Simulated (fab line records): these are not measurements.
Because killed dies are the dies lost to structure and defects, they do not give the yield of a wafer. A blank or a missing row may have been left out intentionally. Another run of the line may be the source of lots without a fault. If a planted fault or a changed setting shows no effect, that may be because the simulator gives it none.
Chamber matching | flow gf180mcu | GF_V2_CMP_26 on cmp-02: 4 sister chambers
The step polishes, stops on SiO2, t overpolish 15 s, target thk 0 nm. 8 wafers are shown with their chamber, then 8 later ones without.

== WAFERS, EACH WITH ITS CHAMBER ==
wafer  | chamber | motorCurrentA (A) | timeToEndpointS (s)
L373.3 | 2       | 10.6              | 90
L375.1 | 1       | 12.8              | 87
L375.4 | 3       | 11.2              | 85
L375.6 | 0       | 12.0              | 89
L376.3 | 1       | 12.7              | 88
L376.5 | 0       | 12.7              | 87
L376.6 | 3       | 11.7              | 92
L387.4 | 2       | 10.4              | 89

== WAFERS WHOSE CHAMBER IS MISSING ==
wafer  | motorCurrentA (A) | timeToEndpointS (s)
L387.5 | 9.8               | 88
L387.6 | 12.1              | 83
L392.1 | 9.7               | 90
L392.2 | 12.2              | 90
L392.4 | 11.9              | 91
L393.1 | 11.5              | 87
L393.2 | 10.0              | 89
L393.3 | 12.5              | 88

== THE CHAMBER EACH PASSED THROUGH ==
wafer  | from the rows above          | in truth
L387.5 | 2                            | 2
L387.6 | can't be placed: 0 or 1 or 3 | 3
L392.1 | 2                            | 2
L392.2 | can't be placed: 0 or 1 or 3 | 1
L392.4 | can't be placed: 3 or 0 or 1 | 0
L393.1 | 3                            | 3
L393.2 | 2                            | 2
L393.3 | can't be placed: 0 or 1      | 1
4 of 8 placed correctly. Cannot be placed on the basis of these rows: 4; the candidates contain the true chamber in 4. Wrongly placed: 0.
How it was worked out, from the rows above alone: a wafer's distance from a chamber is the root of the sum, over the readings, of the square of ((its reading less the chamber's mean) divided by the reading's scatter). The wafer belongs to the nearest chamber; if the next one is less than 2 further off, it can't be placed. For every chamber, the mean is computed from those of its wafers that are shown. The scatter: the root of (the sum of the squares of (reading less its chamber's mean) over the shown wafers, divided by (wafers less chambers)).
